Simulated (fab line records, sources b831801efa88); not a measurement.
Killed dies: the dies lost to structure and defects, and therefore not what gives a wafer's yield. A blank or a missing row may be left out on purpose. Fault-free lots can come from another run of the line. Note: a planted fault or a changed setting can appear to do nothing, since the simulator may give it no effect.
Which of the tools did it? / flow sky130 / 12 lots, 36 wafers sampled, at 4 steps of a route of 708

WHAT THE GAUGES READ, wafer by wafer
SKY_LI_CONTACT_BOW_MEAS_03. Usual: for LI_CONTACT_BOW the level is 58 um and the standard deviation is 6.2.
lot=L841; measured=day 30 11:05; on=filmMetro-03; LI_CONTACT_BOW (um)=59 58 59; flag=
lot=L843; measured=day 30 14:18; on=filmMetro-04; LI_CONTACT_BOW (um)=62 62 63; flag=
lot=L844; measured=day 30 15:03; on=filmMetro-01; LI_CONTACT_BOW (um)=52 61 60; flag=
lot=L845; measured=day 30 19:07; on=filmMetro-01; LI_CONTACT_BOW (um)=72 66 62; flag=
lot=L846; measured=day 31 01:07; on=filmMetro-01; LI_CONTACT_BOW (um)=54 58 49; flag=
lot=L848; measured=day 31 18:38; on=filmMetro-01; LI_CONTACT_BOW (um)=42 58 61; flag=
lot=L847; measured=day 31 20:27; on=filmMetro-01; LI_CONTACT_BOW (um)=66 45 65; flag=
lot=L855; measured=day 33 20:59; on=filmMetro-03; LI_CONTACT_BOW (um)=60 42 56; flag=
lot=L856; measured=day 34 05:26; on=filmMetro-01; LI_CONTACT_BOW (um)=65 55 62; flag=
lot=L857; measured=day 34 09:19; on=filmMetro-03; LI_CONTACT_BOW (um)=60 51 55; flag=
lot=L858; measured=day 34 13:19; on=filmMetro-03; LI_CONTACT_BOW (um)=56 57 53; flag=
lot=L860; measured=day 35 04:17; on=filmMetro-04; LI_CONTACT_BOW (um)=58 63 65; flag=

SKY_LOCAL_INTERCONNECT_CD_MEAS_11 targets a cd of 170 nm. Usual: cdNm 170.3 nm, standard deviation 1.1.
lot=L841; measured=day 32 19:14; on=cdSem-02; cdNm (nm)=169.2 171.1 170.9; flag=
lot=L843; measured=day 32 22:32; on=cdSem-01; cdNm (nm)=169.2 170.0 169.3; flag=
lot=L844; measured=day 32 22:41; on=cdSem-01; cdNm (nm)=170.4 169.7 169.2; flag=
lot=L845; measured=day 33 03:12; on=cdSem-01; cdNm (nm)=170.4 169.8 171.1; flag=
lot=L846; measured=day 33 08:08; on=cdSem-02; cdNm (nm)=168.8 169.4 169.2; flag=
lot=L848; measured=day 34 00:56; on=cdSem-02; cdNm (nm)=170.5 169.8 170.2; flag=
lot=L847; measured=day 34 03:45; on=cdSem-01; cdNm (nm)=170.6 170.4 170.4; flag=
lot=L855; measured=day 36 04:47; on=cdSem-02; cdNm (nm)=170.1 170.2 169.9; flag=
lot=L856; measured=day 36 12:17; on=cdSem-02; cdNm (nm)=169.2 169.1 168.8; flag=
lot=L857; measured=day 36 15:32; on=cdSem-01; cdNm (nm)=171.0 170.5 170.7; flag=
lot=L858; measured=day 36 19:18; on=cdSem-02; cdNm (nm)=170.0 169.3 169.5; flag=
lot=L860; measured=day 37 10:54; on=cdSem-01; cdNm (nm)=172.2 170.2 170.9; flag=

EACH LOT AND THE TOOL THAT RAN IT (in order: tool; ch and the chambers of the sampled wafers; start)
lot=L841; SKY_POLY_CUT_ETCH_11=rieDiel-02 ch 0,1,2, day 26 19:32; SKY_LI_CONTACT_STRIP_16=plasmaAsher-04 ch 0,1, day 31 14:43
lot=L843; SKY_POLY_CUT_ETCH_11=rieDiel-02 ch 1,3, day 26 22:53; SKY_LI_CONTACT_STRIP_16=plasmaAsher-04 ch 0, day 31 18:09
lot=L844; SKY_POLY_CUT_ETCH_11=rieDiel-04 ch 0,3, day 26 23:50; SKY_LI_CONTACT_STRIP_16=plasmaAsher-01 ch 0,1, day 31 18:38
lot=L845; SKY_POLY_CUT_ETCH_11=rieDiel-04 ch 1,2,3, day 27 05:16; SKY_LI_CONTACT_STRIP_16=plasmaAsher-04 ch 0,1, day 31 22:42
lot=L846; SKY_POLY_CUT_ETCH_11=rieDiel-04 ch 2,3, day 27 11:42; SKY_LI_CONTACT_STRIP_16=plasmaAsher-04 ch 0,1, day 32 04:16
lot=L848; SKY_POLY_CUT_ETCH_11=rieDiel-01 ch 2,3, day 28 04:45; SKY_LI_CONTACT_STRIP_16=plasmaAsher-04 ch 0,1, day 32 22:02
lot=L847; SKY_POLY_CUT_ETCH_11=rieDiel-04 ch 1,2,3, day 28 07:40; SKY_LI_CONTACT_STRIP_16=plasmaAsher-01 ch 0,1, day 32 23:46
lot=L855; SKY_POLY_CUT_ETCH_11=rieDiel-02 ch 0,2,3, day 30 08:54; SKY_LI_CONTACT_STRIP_16=plasmaAsher-04 ch 0,1, day 35 00:38
lot=L856; SKY_POLY_CUT_ETCH_11=rieDiel-01 ch 1,2, day 30 18:01; SKY_LI_CONTACT_STRIP_16=plasmaAsher-04 ch 0,1, day 35 08:52
lot=L857; SKY_POLY_CUT_ETCH_11=rieDiel-04 ch 0,2,3, day 30 23:11; SKY_LI_CONTACT_STRIP_16=plasmaAsher-04 ch 0,1, day 35 11:49
lot=L858; SKY_POLY_CUT_ETCH_11=rieDiel-02 ch 1,2,3, day 31 03:31; SKY_LI_CONTACT_STRIP_16=plasmaAsher-04 ch 0,1, day 35 16:26
lot=L860; SKY_POLY_CUT_ETCH_11=rieDiel-01 ch 0,1,3, day 31 18:20; SKY_LI_CONTACT_STRIP_16=plasmaAsher-04 ch 0,1, day 36 07:09
- SKY_POLY_CUT_ETCH_11: etches Si3N4 in CF4/CH2F2/Ar, stops on poly-Si, time 42.5 s, target depth 60 nm.
- SKY_LI_CONTACT_STRIP_16: strips in O2/N2.

WHAT THE TOOLS THEMSELVES READ (means of the sampled wafers that have a number; where no wafer has one, the mark that the record gives instead)
SKY_POLY_CUT_ETCH_11. Usual: drypumpMotorCurrentA 5.8 A, standard deviation 0.32; mfcArSccm 150.0 sccm, standard deviation 0.48; oesProductAu 0.832 a.u., standard deviation 0.008; throttleValvePct 14.995 %, standard deviation 0.0092.
lot=L841; tool=rieDiel-02; drypumpMotorCurrentA (A)=5.5; mfcArSccm (sccm)=150.2; oesProductAu (a.u.)=0.830; throttleValvePct (%)=15.001; flag=
lot=L843; tool=rieDiel-02; drypumpMotorCurrentA (A)=5.5; mfcArSccm (sccm)=149.5; oesProductAu (a.u.)=0.825; throttleValvePct (%)=14.995; flag=
lot=L844; tool=rieDiel-04; drypumpMotorCurrentA (A)=5.9; mfcArSccm (sccm)=150.0; oesProductAu (a.u.)=0.825; throttleValvePct (%)=14.990; flag=
lot=L845; tool=rieDiel-04; drypumpMotorCurrentA (A)=6.0; mfcArSccm (sccm)=149.8; oesProductAu (a.u.)=0.835; throttleValvePct (%)=14.995; flag=
lot=L846; tool=rieDiel-04; drypumpMotorCurrentA (A)=5.8; mfcArSccm (sccm)=150.6; oesProductAu (a.u.)=0.833; throttleValvePct (%)=14.999; flag=
lot=L848; tool=rieDiel-01; drypumpMotorCurrentA (A)=5.9; mfcArSccm (sccm)=150.0; oesProductAu (a.u.)=0.825; throttleValvePct (%)=14.984; flag=
lot=L847; tool=rieDiel-04; drypumpMotorCurrentA (A)=6.0; mfcArSccm (sccm)=149.9; oesProductAu (a.u.)=0.829; throttleValvePct (%)=14.984; flag=
lot=L855; tool=rieDiel-02; drypumpMotorCurrentA (A)=5.5; mfcArSccm (sccm)=150.0; oesProductAu (a.u.)=0.841; throttleValvePct (%)=14.994; flag=
lot=L856; tool=rieDiel-01; drypumpMotorCurrentA (A)=5.5; mfcArSccm (sccm)=149.9; oesProductAu (a.u.)=0.833; throttleValvePct (%)=14.989; flag=
lot=L857; tool=rieDiel-04; drypumpMotorCurrentA (A)=6.0; mfcArSccm (sccm)=149.7; oesProductAu (a.u.)=0.827; throttleValvePct (%)=14.993; flag=
lot=L858; tool=rieDiel-02; drypumpMotorCurrentA (A)=5.3; mfcArSccm (sccm)=150.3; oesProductAu (a.u.)=0.837; throttleValvePct (%)=14.995; flag=
lot=L860; tool=rieDiel-01; drypumpMotorCurrentA (A)=5.7; mfcArSccm (sccm)=150.1; oesProductAu (a.u.)=0.840; throttleValvePct (%)=14.993; flag=

SKY_LI_CONTACT_STRIP_16. Usual: drypumpMotorCurrentA 5.7 A, standard deviation 0.34; oesProductAu 0.375 a.u., standard deviation 0.0045; stripTimeToEndpointS 3.486 s, standard deviation 0.025.
lot=L841; tool=plasmaAsher-04; drypumpMotorCurrentA (A)=5.8; oesProductAu (a.u.)=0.376; stripTimeToEndpointS (s)=3.446; flag=
lot=L843; tool=plasmaAsher-04; drypumpMotorCurrentA (A)=6.1; oesProductAu (a.u.)=0.373; stripTimeToEndpointS (s)=3.480; flag=
lot=L844; tool=plasmaAsher-01; drypumpMotorCurrentA (A)=5.4; oesProductAu (a.u.)=0.378; stripTimeToEndpointS (s)=3.485; flag=
lot=L845; tool=plasmaAsher-04; drypumpMotorCurrentA (A)=5.8; oesProductAu (a.u.)=0.378; stripTimeToEndpointS (s)=3.500; flag=
lot=L846; tool=plasmaAsher-04; drypumpMotorCurrentA (A)=5.8; oesProductAu (a.u.)=0.378; stripTimeToEndpointS (s)=3.493; flag=
lot=L848; tool=plasmaAsher-04; drypumpMotorCurrentA (A)=6.0; oesProductAu (a.u.)=0.378; stripTimeToEndpointS (s)=3.506; flag=
lot=L847; tool=plasmaAsher-01; drypumpMotorCurrentA (A)=5.3; oesProductAu (a.u.)=0.374; stripTimeToEndpointS (s)=3.489; flag=
lot=L855; tool=plasmaAsher-04; drypumpMotorCurrentA (A)=5.8; oesProductAu (a.u.)=0.373; stripTimeToEndpointS (s)=3.466; flag=
lot=L856; tool=plasmaAsher-04; drypumpMotorCurrentA (A)=5.9; oesProductAu (a.u.)=0.375; stripTimeToEndpointS (s)=3.506; flag=
lot=L857; tool=plasmaAsher-04; drypumpMotorCurrentA (A)=6.0; oesProductAu (a.u.)=0.378; stripTimeToEndpointS (s)=3.481; flag=
lot=L858; tool=plasmaAsher-04; drypumpMotorCurrentA (A)=6.0; oesProductAu (a.u.)=0.377; stripTimeToEndpointS (s)=3.480; flag=
lot=L860; tool=plasmaAsher-04; drypumpMotorCurrentA (A)=5.8; oesProductAu (a.u.)=0.380; stripTimeToEndpointS (s)=3.488; flag=

THE ANSWER, worked out from the rows above alone
Rule: a lot is off if the mean of its wafers that have a number lies more than 3 standard deviations from the usual mean. A lot without any number at a reading at which 4 lots or more have one is off too. The other lots that the step has rows for count as sound. First the gauges in route order, then the tools' own readings, where a lot's mean is used as printed above. At the first step where some lot is off, the reading lying furthest off is the one used; lots without a number count as furthest.
None of the lots is off at any reading shown; this tells nothing.

WHAT THE SIMULATOR HAD INSERTED
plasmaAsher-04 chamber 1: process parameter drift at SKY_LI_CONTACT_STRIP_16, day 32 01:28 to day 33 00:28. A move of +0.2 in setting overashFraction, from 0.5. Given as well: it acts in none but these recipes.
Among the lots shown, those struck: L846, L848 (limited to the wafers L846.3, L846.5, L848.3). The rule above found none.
